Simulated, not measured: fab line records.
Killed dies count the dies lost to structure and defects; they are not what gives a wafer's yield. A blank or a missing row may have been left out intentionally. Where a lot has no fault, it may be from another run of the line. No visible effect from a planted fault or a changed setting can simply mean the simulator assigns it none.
A struck lot beside a sound one / flow gf180mcu / 15 out of 602 route steps
Sound: wafers L243.1, L243.5, L243.6. Wafers L252.1, L252.4, L252.6 were the ones struck. The cause comes at the end.
Per side, at each step with rows, come the tool, then ch with its chambers, and then its first start. Under that, the readings that differ: sound wafers / struck wafers / difference of the means / sigmas: that difference in standard deviations of wafers without a fault.
alike: same words and numbers on both sides, and readings whose means sit less than 2 such deviations apart. not compared: any withheld reading, any reading some wafer has no value for, any bound like >300 that may hide the same value, and any number with overlapping values for which the record gives no deviation.
A row with sigmas, a row that says differs or no value, or rows on one side alone: a step with any of these is where the two part. Numbers that don't overlap but have no deviation are shown without sigmas and don't part them. A reading missing from all wafers of one side parts the sides only when that side holds two or more wafers.

first, 2 steps without rows for these wafers: GF_V5_STRIP_19 (strips in post etch residue remover, time 1200 s); GF_V5_CLEAN_20 (cleans in DIW).
GF_V5_SPUTTER_21: material Ti, target thk 15 nm, time 80.02 s.
  sound on pvd sputter-01, day 29 04:12; struck on pvd sputter-02, day 31 18:42
  alike: cathode dc power W, chamber pressure pa, throttle valve pct
then, 1 step without rows for these wafers: GF_V5_SPUTTER_22 (material TiN, target thk 10 nm, time 40 s).
GF_V5_CVD_23: deposits W, target thk 350 nm, time 104.9 s.
  sound on cvd w-01 ch 0,1, day 29 04:18; struck on cvd w-01 ch 1, day 31 18:48
  alike: heater power w
GF_V5_RS_MEAS_24: uses a four-point probe to measure.
  sound on film metro-01, day 29 04:25; struck on film metro-03, day 31 18:55
  alike: V5_W_RS
GF_V5_THK_MEAS_25: measures by xrf.
  sound on film metro-01, day 29 04:32; struck on film metro-03, day 31 19:02
  alike: V5_W_THK
GF_V5_CMP_26: polishes, stops on SiO2, t overpolish 15 s, target thk 0 nm.
  sound on cmp-02 ch 0,1,3, day 29 04:41; struck on cmp-01 ch 1,3, day 31 19:08
reading=time to endpoint s (s); sound=86 84 82; struck=95 92 96; difference=+10; sigmas=+2
  alike: motor current A, overpolish run s
GF_TOP_METAL_SPUTTER_00: material Ti, target thk 37.5 nm, time 150 s.
  sound on pvd sputter-01, day 29 04:53; struck on pvd sputter-03, day 31 19:23
  alike: cathode dc power W, chamber pressure pa, throttle valve pct
then, 2 steps without rows for these wafers: GF_TOP_METAL_SPUTTER_01 (material TiN, target thk 30 nm, time 25 s); GF_TOP_METAL_SPUTTER_02 (material AlCu, target thk 900 nm, time 47.82 s).
GF_TOP_METAL_SPUTTER_03: material Ti, target thk 5 nm, time 3.3 s.
  sound on pvd sputter-01, day 29 05:04; struck on pvd sputter-03, day 31 19:34
  alike: cathode dc power W, chamber pressure pa, throttle valve pct
GF_TOP_METAL_SPUTTER_04: material TiN, target thk 25 nm, time 20.8 s.
  sound on pvd sputter-01, day 29 05:05; struck on pvd sputter-03, day 31 19:35
  no value came back on the struck wafers for cathode dc power W (W), chamber pressure pa (Pa), throttle valve pct (%); on the sound wafers cathode dc power W (W) reads 6499.8 6499.7 6498.5
GF_TOP_METAL_THK_MEAS_06: measures by xrf.
  sound on film metro-04, day 29 05:14; struck on film metro-03, day 31 19:44
reading=TOP_METAL_ALCU_THK (nm); sound=918 901 895; struck=961 965 974; difference=+62; sigmas=+4
then, 1 step without rows for these wafers: GF_TOP_METAL_DEHYDRATE_07 (time 60 s).

== WHERE THEY PART ==
Earliest at GF_V5_CMP_26; latest, in this record, at GF_TOP_METAL_THK_MEAS_06.

WHY: the cause the simulator had injected
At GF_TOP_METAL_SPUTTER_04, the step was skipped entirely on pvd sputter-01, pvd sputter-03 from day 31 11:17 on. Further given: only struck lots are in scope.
